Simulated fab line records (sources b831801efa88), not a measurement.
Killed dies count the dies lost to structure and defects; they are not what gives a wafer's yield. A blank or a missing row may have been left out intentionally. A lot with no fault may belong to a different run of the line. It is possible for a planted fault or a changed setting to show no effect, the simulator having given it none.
A struck lot beside a sound one | flow gf180mcu | 11 steps out of a route of 602
Sound: these wafers, L808.1, L808.2, L808.4. Wafers L813.3, L813.4, L813.6 were the ones struck. The cause is given at the end.
For every step that has rows: the tool of each side, followed by ch and its chambers, followed by its first start. Under that, the readings that differ: sound wafers | struck wafers | difference of the means | sigmas: that difference in standard deviations of wafers without a fault.
alike: words and numbers the same on both sides, and readings whose means are apart by under 2 such deviations; not compared: readings that were withheld, readings missing a value for some wafer, numbers with overlapping values and no deviation given by the record, and bounds like >300 which may hide the same value.
Wherever a step has rows on one side only, a row that says differs or no value, or a row with sigmas, the two part there. Numbers that have no deviation but don't overlap get no sigmas and don't part them. A reading that every wafer of one side lacks parts them only if that side has two wafers or more.

GF_STI_BOW_MEAS_00:
  struck on filmMetro-03, day 4 13:02; sound on filmMetro-01, day 3 12:00
  alike: INCOMING_BOW
then, 1 step without rows for these wafers: GF_STI_OXIDATION_01 (stabilise 600 s, purge 300 s, target thk 10 nm).
GF_STI_THK_MEAS_02:
  struck on filmMetro-03, day 4 14:32; sound on filmMetro-03, day 3 13:31
  alike: STI_OXIDATION_THK
then, 1 step without rows for these wafers: GF_STI_CVD_03 (deposits Si3N4 from DCS/NH3, target thk 207.16 nm, time 3551 s).
GF_STI_THK_MEAS_04:
  struck on filmMetro-03, day 4 16:35; sound on filmMetro-02, day 3 15:34
  alike: STI_CVD_03_THK
then, 4 steps without rows for these wafers: GF_STI_DEHYDRATE_05 (time 60 s); GF_STI_HMDS_06 (prime time 60 s); GF_STI_COAT_07 (resist thk 700 nm); GF_STI_SOFTBAKE_08 (time 60 s).
GF_STI_EXPOSE_09: exposes mask COMP, target cd 220 nm.
  struck on krfScanner-02, day 4 23:18; sound on krfScanner-01 ch 0, day 3 22:10
  no value came back on the struck wafers for exposureDoseMJCm2, focusOffsetNm (nm); on the sound wafers exposureDoseMJCm2 reads 27.970 27.993 27.937
  alike: mask
then, 1 step without rows for these wafers: GF_STI_PEB_10 (peb time 90 s).

== WHERE THEY PART ==
At GF_STI_EXPOSE_09 and nowhere else, as far as this record goes.

WHY: whatever the simulator had introduced
Beginning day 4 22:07, the whole step at GF_STI_EXPOSE_09 was skipped on krfScanner-02. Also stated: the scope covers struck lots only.
